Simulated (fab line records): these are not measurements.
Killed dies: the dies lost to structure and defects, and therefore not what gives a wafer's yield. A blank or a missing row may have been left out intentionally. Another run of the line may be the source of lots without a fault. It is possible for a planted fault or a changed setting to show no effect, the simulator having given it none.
Split-lot experiment || flow sfq-line || on a route of 325 steps: 5 lots, 23 wafers read

== SPLIT DETAILS ==
At SFQ_TRILAYER_C5_LITHO_PEB_154 (peb time 60 s), the setting peb-time-s was moved away from the recipe's 60 s on 5 of the 23 wafers read, by -11.1% to +10.2%. This setting was run at the recipe's value on the other wafers.

== BETWEEN THE SPLIT AND THE READING: the file shows 1 step in between ==
- SFQ_TRILAYER_C5_LITHO_DEVELOP_153: time 60 s

== THE READING ==
C5.cd-nm (the simulator's own value, which no gauge read), in nm, at SFQ_TRILAYER_C5_BARC_OPEN_VIA_ETCH_210 (etches BARC in O2, target depth 125 nm, time 41.7 s). The file does not state a usual value for it. Here, 18 wafers ran the recipe; their average is 500.5 nm with a standard deviation of 1.1 nm.

{"wafer": "L074.2", "tool, chamber at the split": "litho-track-02, 0", "peb-time-s as run, s": 60, "against the recipe": "recipe", "C5.cd-nm, nm": 501.8, "against lot-mates on the recipe": "-"}
{"wafer": "L074.4", "tool, chamber at the split": "litho-track-02, 0", "peb-time-s as run, s": 60, "against the recipe": "recipe", "C5.cd-nm, nm": 499.7, "against lot-mates on the recipe": "-"}
{"wafer": "L074.6", "tool, chamber at the split": "litho-track-02, 0", "peb-time-s as run, s": 60, "against the recipe": "recipe", "C5.cd-nm, nm": 499, "against lot-mates on the recipe": "-"}
{"wafer": "L075.1", "tool, chamber at the split": "litho-track-01, 0", "peb-time-s as run, s": 60, "against the recipe": "recipe", "C5.cd-nm, nm": 499.4, "against lot-mates on the recipe": "-"}
{"wafer": "L075.2", "tool, chamber at the split": "litho-track-01, 0", "peb-time-s as run, s": 60, "against the recipe": "recipe", "C5.cd-nm, nm": 502.1, "against lot-mates on the recipe": "-"}
{"wafer": "L075.4", "tool, chamber at the split": "litho-track-01, 0", "peb-time-s as run, s": 53.33, "against the recipe": "-11.1%", "C5.cd-nm, nm": 483, "against lot-mates on the recipe": -17.1}
{"wafer": "L075.5", "tool, chamber at the split": "litho-track-01, 0", "peb-time-s as run, s": 53.33, "against the recipe": "-11.1%", "C5.cd-nm, nm": 484.6, "against lot-mates on the recipe": -15.5}
{"wafer": "L075.6", "tool, chamber at the split": "litho-track-01, 0", "peb-time-s as run, s": 60, "against the recipe": "recipe", "C5.cd-nm, nm": 498.8, "against lot-mates on the recipe": "-"}
{"wafer": "L078.1", "tool, chamber at the split": "litho-track-04, 0", "peb-time-s as run, s": 66.1, "against the recipe": "+10.2%", "C5.cd-nm, nm": 513, "against lot-mates on the recipe": "+12.9"}
{"wafer": "L078.3", "tool, chamber at the split": "litho-track-04, 0", "peb-time-s as run, s": 66.1, "against the recipe": "+10.2%", "C5.cd-nm, nm": 513, "against lot-mates on the recipe": "+12.9"}
{"wafer": "L078.4", "tool, chamber at the split": "litho-track-04, 0", "peb-time-s as run, s": 60, "against the recipe": "recipe", "C5.cd-nm, nm": 501.9, "against lot-mates on the recipe": "-"}
{"wafer": "L078.5", "tool, chamber at the split": "litho-track-04, 0", "peb-time-s as run, s": 66.1, "against the recipe": "+10.2%", "C5.cd-nm, nm": 514.1, "against lot-mates on the recipe": "+14.0"}
{"wafer": "L078.6", "tool, chamber at the split": "litho-track-04, 0", "peb-time-s as run, s": 60, "against the recipe": "recipe", "C5.cd-nm, nm": 498.4, "against lot-mates on the recipe": "-"}
{"wafer": "L083.1", "tool, chamber at the split": "litho-track-01, 0", "peb-time-s as run, s": 60, "against the recipe": "recipe", "C5.cd-nm, nm": 500.6, "against lot-mates on the recipe": "-"}
{"wafer": "L083.2", "tool, chamber at the split": "litho-track-01, 0", "peb-time-s as run, s": 60, "against the recipe": "recipe", "C5.cd-nm, nm": 501.4, "against lot-mates on the recipe": "-"}
{"wafer": "L083.4", "tool, chamber at the split": "litho-track-01, 0", "peb-time-s as run, s": 60, "against the recipe": "recipe", "C5.cd-nm, nm": 501.5, "against lot-mates on the recipe": "-"}
{"wafer": "L083.5", "tool, chamber at the split": "litho-track-01, 0", "peb-time-s as run, s": 60, "against the recipe": "recipe", "C5.cd-nm, nm": 500.8, "against lot-mates on the recipe": "-"}
{"wafer": "L083.6", "tool, chamber at the split": "litho-track-01, 0", "peb-time-s as run, s": 60, "against the recipe": "recipe", "C5.cd-nm, nm": 501.2, "against lot-mates on the recipe": "-"}
{"wafer": "L085.1", "tool, chamber at the split": "litho-track-02, 0", "peb-time-s as run, s": 60, "against the recipe": "recipe", "C5.cd-nm, nm": 499.4, "against lot-mates on the recipe": "-"}
{"wafer": "L085.2", "tool, chamber at the split": "litho-track-02, 0", "peb-time-s as run, s": 60, "against the recipe": "recipe", "C5.cd-nm, nm": 501.3, "against lot-mates on the recipe": "-"}
{"wafer": "L085.3", "tool, chamber at the split": "litho-track-02, 0", "peb-time-s as run, s": 60, "against the recipe": "recipe", "C5.cd-nm, nm": 500, "against lot-mates on the recipe": "-"}
{"wafer": "L085.4", "tool, chamber at the split": "litho-track-02, 0", "peb-time-s as run, s": 60, "against the recipe": "recipe", "C5.cd-nm, nm": 500.4, "against lot-mates on the recipe": "-"}
{"wafer": "L085.6", "tool, chamber at the split": "litho-track-02, 0", "peb-time-s as run, s": 60, "against the recipe": "recipe", "C5.cd-nm, nm": 500.9, "against lot-mates on the recipe": "-"}

FIT RESULTS
A straight line over all 23 wafers: C5.cd-nm changes by +1.37 nm for each +1% of peb-time-s; r = +0.99; the points scatter about the line by 1.2 nm.
The same after taking each lot's own level away (the mean of its wafers on the recipe; 23 wafers): +1.38 nm for each +1%; r = +0.99; scatter 1.1 nm.
On that fit, the largest move of peb-time-s shifts the reading by 15 nm.
Across the lots, their own levels run from 500.10 to 501.10 nm, a range of 0.9 times the standard deviation given above.
Hence the lot-to-lot level has little effect on the slope; both slopes agree.
Check: for one of the wafers moved furthest among these (-11.1%), held out of the fit, the line's prediction against its lot-mates is -14.9 nm. It came out at -17.1 nm against them.

== THESE WAFERS: OTHER SPLITS ==
Note: prior to the reading, these wafers also went through further splits. Each is held against what the fit with the lots' levels taken away leaves over:
{"other split on the same wafers": "SFQ_TRILAYER_C5_LITHO_COAT_151 spin-rpm", "wafers away from the commonest value": 10, "r with C5.cd-nm (lot level and that fit taken away)": "+0.12"}

== FILE'S OWN FIT ==
C5.cd-nm changes by +1.39 nm for each +1% of peb-time-s, r = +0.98.
